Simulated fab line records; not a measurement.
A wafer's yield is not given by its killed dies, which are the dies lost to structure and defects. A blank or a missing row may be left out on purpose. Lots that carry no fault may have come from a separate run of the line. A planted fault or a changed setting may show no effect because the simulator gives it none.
A struck lot beside a sound one	flow gf180mcu	17 steps out of a route of 602
Sound: the wafers L812.1, L812.5, L812.6. The struck wafers were L808.2, L808.3, L808.5. At the end, the cause is stated.
Order at every step that has rows: each side's tool, ch and its chambers, its first start. Under that, the readings that differ: sound wafers	struck wafers	difference of the means	sigmas: that difference in standard deviations of wafers without a fault.
alike: readings whose means differ by less than 2 such deviations, and words and numbers that are the same on both sides. not compared: withheld readings, readings that some wafer has no value for, bounds like >300 that may hide the same value, and numbers for which the record gives no deviation and whose values overlap.
Wherever a step has rows on one side only, a row that says differs or no value, or a row with sigmas, the two part there. When numbers do not overlap yet have no deviation, they are printed without sigmas and do not part them. A reading missing from all wafers of one side parts the sides only when that side holds two or more wafers.

first, 3 steps without rows for these wafers: GF_V3_EXPOSE_11 (exposes mask Via3, target cd 260 nm); GF_V3_PEB_12 (peb time 90 s); GF_V3_DEVELOP_13 (develop time 60 s).
GF_V3_CD_MEAS_14: target cd 260 nm.
  sound: cdSem-02 at day 27 18:10; struck: cdSem-02 at day 26 21:59
  alike: cdNm
GF_V3_OVL_MEAS_15:
  sound: overlay-01 at day 27 18:17; struck: overlay-01 at day 26 22:06
reading	sound	struck	difference	sigmas
V3_OVL (nm)	2 9 10	-8 -4 -1	-11	-2
GF_V3_ETCH_16: etches BARC in N2/H2.
  sound on rieDiel-02 ch 0,1,3, day 27 18:20; struck on rieDiel-03 ch 2,3, day 26 22:08
  alike: drypumpMotorCurrentA, n2FlowSccm, oesProductAu, throttleValvePct
GF_V3_ETCH_17: etches SiO2 in C4F8/O2/Ar, stops on TiN, target depth 635 nm.
  sound: rieDiel-02 ch 0,1,3; struck: rieDiel-03 ch 2,3
  alike: oesProductAu
GF_V3_STRIP_18: strips in O2/N2.
  sound on plasmaAsher-04 ch 0,1, day 27 18:28; struck on plasmaAsher-01 ch 0,1, day 26 22:16
  alike: drypumpMotorCurrentA, heaterPowerW, n2FlowSccm, oesProductAu
  not compared: rfHoursCounterH
then, 2 steps without rows for these wafers: GF_V3_STRIP_19 (strips in post etch residue remover, time 1200 s); GF_V3_CLEAN_20 (cleans in DIW).
GF_V3_SPUTTER_21: material Ti, target thk 15 nm, time 80.02 s.
  sound: pvdSputter-02 at day 27 18:59; struck: pvdSputter-02 at day 26 22:49
  alike: throttleValvePct
GF_V3_SPUTTER_22: material TiN, target thk 10 nm, time 40 s.
  sound: pvdSputter-02 at day 27 19:03; struck: pvdSputter-02 at day 26 22:53
  alike: throttleValvePct
GF_V3_CVD_23: deposits W, target thk 350 nm, time 104.9 s.
  sound on cvdW-01 ch 0,1, day 27 19:05; struck on cvdW-02 ch 0,1, day 26 22:55
reading	sound	struck	difference	sigmas
chamberPressureTorr (Torr)	40.01 40.04 39.93	28.53 28.54 28.54	-11.46	-99 or more
model.W_of_V3_CVD_23.thkNm (nm)	347.6 351 350	296.3 307.4 298.8	-48.7	
  alike: heaterPowerW
GF_V3_RS_MEAS_24: a four-point-probe measurement.
  sound: filmMetro-03 at day 27 19:13; struck: filmMetro-02 at day 26 23:04
reading	sound	struck	difference	sigmas
V3_W_RS (ohm/sq)	0.330 0.327 0.327	0.389 0.374 0.385	+0.055	+10
GF_V3_THK_MEAS_25: measures by xrf.
  sound: filmMetro-03 at day 27 19:20; struck: filmMetro-02 at day 26 23:10
reading	sound	struck	difference	sigmas
V3_W_THK (nm)	354 356 358	302 312 301	-51	-7
then, 1 step without rows for these wafers: GF_V3_CMP_26 (polishes, stops on SiO2, t overpolish 15 s, target thk 0 nm).
-- the record jumps here: 6 days lie between the struck wafers' starts before and after (it left off in module V3 and takes up again in module PASSIVATION, whose first step shown is number 602 of the route) --
GF_PASSIVATION_PROBE_99:
  only the struck wafers here have rows in the record (prober-02, day 32 20:26); the sound ones have none

== WHERE THEY PART ==
Earliest at GF_V3_OVL_MEAS_15; latest, in this record, at GF_PASSIVATION_PROBE_99.

WHY: what had been put in by the simulator
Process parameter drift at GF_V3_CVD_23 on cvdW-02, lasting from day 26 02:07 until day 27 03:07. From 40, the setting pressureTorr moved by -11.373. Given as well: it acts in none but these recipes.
